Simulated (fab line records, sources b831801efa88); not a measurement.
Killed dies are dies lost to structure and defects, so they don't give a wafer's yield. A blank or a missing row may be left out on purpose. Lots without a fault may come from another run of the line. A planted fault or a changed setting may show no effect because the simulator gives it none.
Which tool did it? | flow gf180mcu | 24 lots, 72 wafers sampled, at 6 steps of a route of 602

WHAT THE GAUGES READ, wafer by wafer
The record holds no reading of a measuring or inspecting step that can be judged against a usual standard deviation.

WHICH TOOL RAN EACH LOT (tool, then ch and the chambers of the sampled wafers, then the start)
lot  | GF_STI_ETCH_13                    | GF_STI_CMP_25                | GF_V1_SPUTTER_21             | GF_V3_CMP_26                  | GF_M4_SPUTTER_01             | GF_PASSIVATION_CVD_00
L074 | rie_diel-04 ch 0,2,3, day 2 01:04 | cmp-01 ch 0,2,3, day 2 04:08 | pvd_sputter-01, day 17 20:37 | cmp-02 ch 0,1,3, day 22 03:41 | pvd_sputter-01, day 22 03:56 | pecvd-02 ch 0,1,2, day 27 22:25
L075 | rie_diel-04 ch 1,2,3, day 2 06:14 | cmp-02 ch 1,2, day 2 09:15   | pvd_sputter-01, day 18 02:42 | cmp-02 ch 0,1, day 22 08:58   | pvd_sputter-01, day 22 09:22 | pecvd-02 ch 0,1,2, day 28 01:22
L076 | rie_diel-04 ch 0,1,2, day 2 11:32 | cmp-02 ch 0,1,3, day 2 13:59 | pvd_sputter-04, day 18 12:34 | cmp-01 ch 0,1,3, day 22 19:32 | pvd_sputter-01, day 22 19:47 | pecvd-01 ch 0,2, day 28 11:02
L077 | rie_diel-03 ch 0,1,3, day 2 17:29 | cmp-02 ch 0,1,2, day 3 00:45 | pvd_sputter-02, day 19 23:35 | cmp-01 ch 2,3, day 24 03:56   | pvd_sputter-03, day 24 04:17 | pecvd-04 ch 0,1,2, day 29 12:26
L078 | rie_diel-03 ch 0,2,3, day 2 22:11 | cmp-01 ch 0,1,3, day 3 00:40 | pvd_sputter-04, day 19 17:35 | cmp-02 ch 0,2,3, day 23 21:55 | pvd_sputter-04, day 23 22:19 | pecvd-01 ch 0,1,2, day 29 08:13
L079 | rie_diel-03 ch 0,1, day 3 02:52   | cmp-02 ch 0,1,2, day 3 08:46 | pvd_sputter-01, day 20 14:02 | cmp-02 ch 1,2, day 24 17:52   | pvd_sputter-01, day 24 18:13 | pecvd-04 ch 0,2, day 30 01:56
L080 | rie_diel-01 ch 0,1,2, day 3 11:25 | cmp-01 ch 0,1,3, day 3 19:46 | pvd_sputter-04, day 21 04:01 | cmp-02 ch 0,2,3, day 25 05:58 | pvd_sputter-03, day 25 06:22 | pecvd-01 ch 1,2, day 30 11:29
L081 | rie_diel-03 ch 1,3, day 3 18:31   | cmp-01 ch 0,2,3, day 3 23:50 | pvd_sputter-02, day 21 17:50 | cmp-02 ch 0,2, day 25 18:23   | pvd_sputter-04, day 25 18:47 | pecvd-01 ch 1,2, day 30 23:43
L082 | rie_diel-01 ch 0,2,3, day 3 18:44 | cmp-02 ch 2,3, day 3 23:42   | pvd_sputter-02, day 21 14:35 | cmp-01 ch 1,2, day 25 15:28   | pvd_sputter-03, day 25 15:52 | pecvd-04 ch 0,1, day 30 19:22
L083 | rie_diel-04 ch 0,1,2, day 4 03:25 | cmp-02 ch 0,2,3, day 4 08:50 | pvd_sputter-02, day 22 09:01 | cmp-01 ch 0,1,3, day 26 08:04 | pvd_sputter-01, day 26 08:22 | pecvd-02 ch 0,1, day 31 09:25
L084 | rie_diel-01 ch 1,3, day 4 09:07   | cmp-02 ch 2,3, day 4 15:56   | pvd_sputter-01, day 22 13:10 | cmp-01 ch 1,3, day 26 10:28   | pvd_sputter-01, day 26 10:52 | pecvd-01 ch 0,1,2, day 31 12:01
L085 | rie_diel-01 ch 1,2,3, day 4 12:47 | cmp-02 ch 0,2,3, day 4 16:14 | pvd_sputter-02, day 22 15:46 | cmp-02 ch 0,3, day 26 12:54   | pvd_sputter-04, day 26 13:18 | pecvd-04 ch 0,2, day 31 14:55
L086 | rie_diel-03 ch 0,1,3, day 4 16:37 | cmp-01 ch 1,3, day 4 20:58   | pvd_sputter-01, day 22 23:59 | cmp-01 ch 0,2,3, day 26 20:27 | pvd_sputter-04, day 26 20:45 | pecvd-04 ch 1,2, day 31 22:16
L087 | rie_diel-03 ch 0,1,3, day 4 21:44 | cmp-02 ch 0,2,3, day 5 00:37 | pvd_sputter-04, day 23 03:17 | cmp-01 ch 0,1,3, day 27 01:09 | pvd_sputter-01, day 27 01:27 | pecvd-02 ch 0,1,2, day 32 02:04
L088 | rie_diel-03 ch 0,1,3, day 5 03:41 | cmp-01 ch 0,1,3, day 5 05:38 | pvd_sputter-01, day 23 11:14 | cmp-02 ch 0,1,2, day 27 06:20 | pvd_sputter-01, day 27 06:44 | pecvd-04 ch 0,1,2, day 32 03:55
L089 | rie_diel-03 ch 1,3, day 5 09:01   | cmp-02 ch 1,3, day 5 11:20   | pvd_sputter-04, day 23 23:26 | cmp-02 ch 1,3, day 27 17:40   | pvd_sputter-03, day 27 18:04 | pecvd-04 ch 1,2, day 32 15:51
L090 | rie_diel-03 ch 1,2,3, day 5 14:26 | cmp-02 ch 1,3, day 5 17:44   | pvd_sputter-01, day 24 08:16 | cmp-01 ch 1,3, day 28 01:29   | pvd_sputter-03, day 28 01:50 | pecvd-04 ch 0,1, day 32 21:52
L091 | rie_diel-04 ch 1,2, day 5 16:41   | cmp-02 ch 0,1,2, day 5 18:58 | pvd_sputter-02, day 24 08:53 | cmp-02 ch 0,1,3, day 28 02:14 | pvd_sputter-04, day 28 02:32 | pecvd-01 ch 0,1,2, day 32 22:10
L092 | rie_diel-04 ch 0,1,2, day 5 22:17 | cmp-01 ch 1,2, day 6 00:16   | pvd_sputter-02, day 24 17:51 | cmp-02 ch 0,2,3, day 28 10:01 | pvd_sputter-04, day 28 10:25 | pecvd-02 ch 0,2, day 33 06:07
L093 | rie_diel-03 ch 0,1, day 6 04:05   | cmp-02 ch 2,3, day 6 07:08   | pvd_sputter-01, day 25 01:40 | cmp-02 ch 0,3, day 28 16:52   | pvd_sputter-03, day 28 17:13 | pecvd-02 ch 0,1,2, day 33 10:40
L094 | rie_diel-03 ch 0,2,3, day 6 08:53 | cmp-02 ch 0,1,3, day 6 10:50 | pvd_sputter-04, day 25 10:33 | cmp-01 ch 0,3, day 29 00:33   | pvd_sputter-01, day 29 00:54 | pecvd-04 ch 0,2, day 33 16:38
L095 | rie_diel-03 ch 0,1,2, day 6 14:05 | cmp-01 ch 1,2, day 6 16:01   | pvd_sputter-04, day 25 11:34 | cmp-01 ch 1,3, day 29 02:54   | pvd_sputter-01, day 29 03:15 | pecvd-04 ch 0,1,2, day 33 18:43
L096 | rie_diel-03 ch 0,2, day 6 19:43   | cmp-02 ch 0,1,2, day 6 22:27 | pvd_sputter-01, day 25 20:16 | cmp-02 ch 1,3, day 29 09:06   | pvd_sputter-01, day 29 09:30 | pecvd-04 ch 0,1,2, day 34 01:10
L097 | rie_diel-01 ch 0,1, day 7 01:29   | cmp-02 ch 1,2, day 7 03:37   | pvd_sputter-04, day 26 03:43 | cmp-01 ch 0,1,2, day 29 15:46 | pvd_sputter-04, day 29 16:10 | pecvd-02 ch 1,2, day 34 05:11
- GF_STI_ETCH_13: etches the open film in CHF3/O2, stops on Si, target depth 282.31 nm, time 112.9 s.
- GF_STI_CMP_25: polishes, stops on Si3N4, t overpolish 33 s, target thk 524.6 nm.
- GF_V1_SPUTTER_21: material Ti, target thk 15 nm, time 80.02 s.
- GF_V3_CMP_26: polishes, stops on SiO2, t overpolish 15 s, target thk 0 nm.
- GF_M4_SPUTTER_01: material TiN, target thk 30 nm, time 25 s.
- GF_PASSIVATION_CVD_00: deposits SiO2 from TEOS, target thk 1000 nm, time 111.95 s.

WHAT THE TOOLS THEMSELVES READ (means of the sampled wafers that have a number; where no wafer has one, the mark that the record gives instead)
GF_STI_ETCH_13.
lot  | tool        | drypump_motor_current_A (A) | oes_product_au (a.u.) | throttle_valve_pct (%)
L074 | rie_diel-04 | 5.6                         | 0.828                 | 8.811
L075 | rie_diel-04 | 5.8                         | 0.831                 | 8.816
L076 | rie_diel-04 | 5.6                         | 0.827                 | 8.818
L077 | rie_diel-03 | 5.6                         | 0.835                 | 8.816
L078 | rie_diel-03 | 5.4                         | 0.831                 | 8.806
L079 | rie_diel-03 | 5.7                         | 0.832                 | 8.814
L080 | rie_diel-01 | 5.9                         | 0.829                 | 8.805
L081 | rie_diel-03 | 5.2                         | 0.826                 | 8.815
L082 | rie_diel-01 | 5.9                         | 0.832                 | 8.812
L083 | rie_diel-04 | 5.6                         | 0.831                 | 8.800
L084 | rie_diel-01 | 5.9                         | 0.828                 | 8.807
L085 | rie_diel-01 | 5.9                         | 0.835                 | 8.815
L086 | rie_diel-03 | 5.5                         | 0.832                 | 8.810
L087 | rie_diel-03 | 5.5                         | 0.829                 | 8.809
L088 | rie_diel-03 | 5.6                         | 0.830                 | 8.812
L089 | rie_diel-03 | 5.2                         | 0.837                 | 8.824
L090 | rie_diel-03 | 5.3                         | 0.832                 | 8.805
L091 | rie_diel-04 | 5.5                         | 0.841                 | 8.813
L092 | rie_diel-04 | 5.6                         | 0.833                 | 8.802
L093 | rie_diel-03 | 5.8                         | 0.839                 | 8.813
L094 | rie_diel-03 | 5.4                         | 0.829                 | 8.805
L095 | rie_diel-03 | 5.7                         | 0.842                 | 8.817
L096 | rie_diel-03 | 5.8                         | 0.825                 | 8.817
L097 | rie_diel-01 | 5.9                         | 0.835                 | 8.809

GF_STI_CMP_25.
lot  | tool   | head_pressure_psi (psi) | motor_current_A (A) | overpolish_run_s (s) | time_to_endpoint_s (s)
L074 | cmp-01 | 4.002                   | 11.7                | 33.008               | 122
L075 | cmp-02 | 3.993                   | 13.3                | 33.001               | 132
L076 | cmp-02 | 3.986                   | 12.2                | 33.005               | 128
L077 | cmp-02 | 4.007                   | 13.1                | 33.001               | 125
L078 | cmp-01 | 4.009                   | 11.8                | 32.995               | 126
L079 | cmp-02 | 4.004                   | 12.8                | 32.998               | 130
L080 | cmp-01 | 4.000                   | 11.5                | 33.000               | 124
L081 | cmp-01 | 4.006                   | 11.5                | 32.990               | 126
L082 | cmp-02 | 4.009                   | 12.4                | 33.010               | 128
L083 | cmp-02 | 4.003                   | 12.1                | 32.999               | 120
L084 | cmp-02 | 4.002                   | 13.0                | 32.998               | 123
L085 | cmp-02 | 4.000                   | 12.2                | 33.001               | 123
L086 | cmp-01 | 4.005                   | 11.3                | 32.997               | 129
L087 | cmp-02 | 4.000                   | 11.9                | 33.002               | 127
L088 | cmp-01 | 3.998                   | 12.2                | 33.006               | 124
L089 | cmp-02 | 4.003                   | 13.2                | 33.000               | 126
L090 | cmp-02 | 4.006                   | 13.7                | 33.001               | 121
L091 | cmp-02 | 4.003                   | 12.6                | 33.002               | 126
L092 | cmp-01 | 4.009                   | 11.5                | 33.001               | 126
L093 | cmp-02 | 3.996                   | 12.9                | 33.000               | 120
L094 | cmp-02 | 4.003                   | 12.8                | 33.004               | 123
L095 | cmp-01 | 3.998                   | 11.1                | 32.994               | 124
L096 | cmp-02 | 3.999                   | 12.8                | 33.002               | 126
L097 | cmp-02 | 4.001                   | 14.3                | 33.005               | 124

GF_V1_SPUTTER_21.
lot  | tool           | throttle_valve_pct (%)
L074 | pvd_sputter-01 | 31.0
L075 | pvd_sputter-01 | 31.7
L076 | pvd_sputter-04 | 29.9
L077 | pvd_sputter-02 | 30.1
L078 | pvd_sputter-04 | 29.8
L079 | pvd_sputter-01 | 30.9
L080 | pvd_sputter-04 | 29.3
L081 | pvd_sputter-02 | 29.9
L082 | pvd_sputter-02 | 30.0
L083 | pvd_sputter-02 | 29.8
L084 | pvd_sputter-01 | 30.9
L085 | pvd_sputter-02 | 29.6
L086 | pvd_sputter-01 | 30.5
L087 | pvd_sputter-04 | 29.5
L088 | pvd_sputter-01 | 30.5
L089 | pvd_sputter-04 | 29.3
L090 | pvd_sputter-01 | 31.5
L091 | pvd_sputter-02 | 29.9
L092 | pvd_sputter-02 | 29.6
L093 | pvd_sputter-01 | 30.5
L094 | pvd_sputter-04 | 29.0
L095 | pvd_sputter-04 | 29.9
L096 | pvd_sputter-01 | 30.2
L097 | pvd_sputter-04 | 29.7

GF_V3_CMP_26.
lot  | tool   | head_pressure_psi (psi) | motor_current_A (A) | overpolish_run_s (s) | time_to_endpoint_s (s)
L074 | cmp-02 | 3.498                   | 12.0                | 14.999               | 91
L075 | cmp-02 | 3.495                   | 11.1                | 15.002               | 89
L076 | cmp-01 | 3.495                   | 11.0                | 14.998               | 81
L077 | cmp-01 | 3.502                   | 9.7                 | 15.003               | 87
L078 | cmp-02 | 3.502                   | 11.0                | 14.997               | 91
L079 | cmp-02 | 3.506                   | 13.1                | 14.991               | 89
L080 | cmp-02 | 3.501                   | 11.1                | 14.995               | 86
L081 | cmp-02 | 3.502                   | 11.0                | 14.990               | 90
L082 | cmp-01 | 3.497                   | 10.2                | 14.993               | 84
L083 | cmp-01 | 3.502                   | 10.9                | 15.000               | 81
L084 | cmp-01 | 3.504                   | 10.1                | 15.005               | 84
L085 | cmp-02 | 3.497                   | 11.3                | 14.996               | 85
L086 | cmp-01 | 3.503                   | 10.6                | 14.999               | 86
L087 | cmp-01 | 3.497                   | 11.1                | 14.998               | 84
L088 | cmp-02 | 3.495                   | 11.3                | 15.009               | 87
L089 | cmp-02 | 3.504                   | 12.4                | 15.007               | 83
L090 | cmp-01 | 3.500                   | 10.5                | 14.992               | 86
L091 | cmp-02 | 3.502                   | 11.4                | 14.999               | 83
L092 | cmp-02 | 3.496                   | 11.4                | 15.005               | 85
L093 | cmp-02 | 3.505                   | 10.6                | 15.006               | 82
L094 | cmp-01 | 3.499                   | 10.9                | 15.000               | 88
L095 | cmp-01 | 3.507                   | 10.2                | 15.002               | 86
L096 | cmp-02 | 3.497                   | 12.5                | 15.000               | 86
L097 | cmp-01 | 3.504                   | 10.9                | 14.996               | 86

GF_M4_SPUTTER_01.
lot  | tool           | throttle_valve_pct (%)
L074 | pvd_sputter-01 | 31.5
L075 | pvd_sputter-01 | 31.3
L076 | pvd_sputter-01 | 31.4
L077 | pvd_sputter-03 | 30.4
L078 | pvd_sputter-04 | 29.9
L079 | pvd_sputter-01 | 30.5
L080 | pvd_sputter-03 | 30.1
L081 | pvd_sputter-04 | 29.6
L082 | pvd_sputter-03 | 30.0
L083 | pvd_sputter-01 | 30.7
L084 | pvd_sputter-01 | 31.3
L085 | pvd_sputter-04 | 29.6
L086 | pvd_sputter-04 | 28.8
L087 | pvd_sputter-01 | 31.8
L088 | pvd_sputter-01 | 31.2
L089 | pvd_sputter-03 | 29.3
L090 | pvd_sputter-03 | 29.4
L091 | pvd_sputter-04 | 29.0
L092 | pvd_sputter-04 | 29.3
L093 | pvd_sputter-03 | 29.5
L094 | pvd_sputter-01 | 30.5
L095 | pvd_sputter-01 | 31.8
L096 | pvd_sputter-01 | 30.6
L097 | pvd_sputter-04 | 29.6

GF_PASSIVATION_CVD_00.
lot  | tool     | heater_power_w (W)
L074 | pecvd-02 | 773
L075 | pecvd-02 | 686
L076 | pecvd-01 | 594
L077 | pecvd-04 | 623
L078 | pecvd-01 | 586
L079 | pecvd-04 | 625
L080 | pecvd-01 | 636
L081 | pecvd-01 | 575
L082 | pecvd-04 | 600
L083 | pecvd-02 | 744
L084 | pecvd-01 | 591
L085 | pecvd-04 | 617
L086 | pecvd-04 | 569
L087 | pecvd-02 | 673
L088 | pecvd-04 | 576
L089 | pecvd-04 | 543
L090 | pecvd-04 | 564
L091 | pecvd-01 | 597
L092 | pecvd-02 | 775
L093 | pecvd-02 | 756
L094 | pecvd-04 | 629
L095 | pecvd-04 | 590
L096 | pecvd-04 | 555
L097 | pecvd-02 | 688

THE ANSWER, worked out from the rows above alone
Rule: what is usual is taken from the lots themselves. Put in order of their means at a reading, lots are off if they are a third of the lots or fewer, leave a main group of 4 or more, and stand apart from it by a gap of 3 or more times the standard deviation of the main group's means; of several such gaps the widest counts. A main group whose means are all the same, to the digits that the tables above print for the reading, isn't used. A lot without any number at a reading at which 4 lots or more have one is off too. The other lots that the step has rows for count as sound. The gauges are gone through in route order, then the tools' own readings, and for those a lot's mean is taken as printed above. The first step at which some lot is off is used, and at that step the reading that is off furthest; a lot without a number counts as furthest.
No lot is off at any reading shown: from this, nothing can be told.

WHAT THE SIMULATOR HAD PUT IN
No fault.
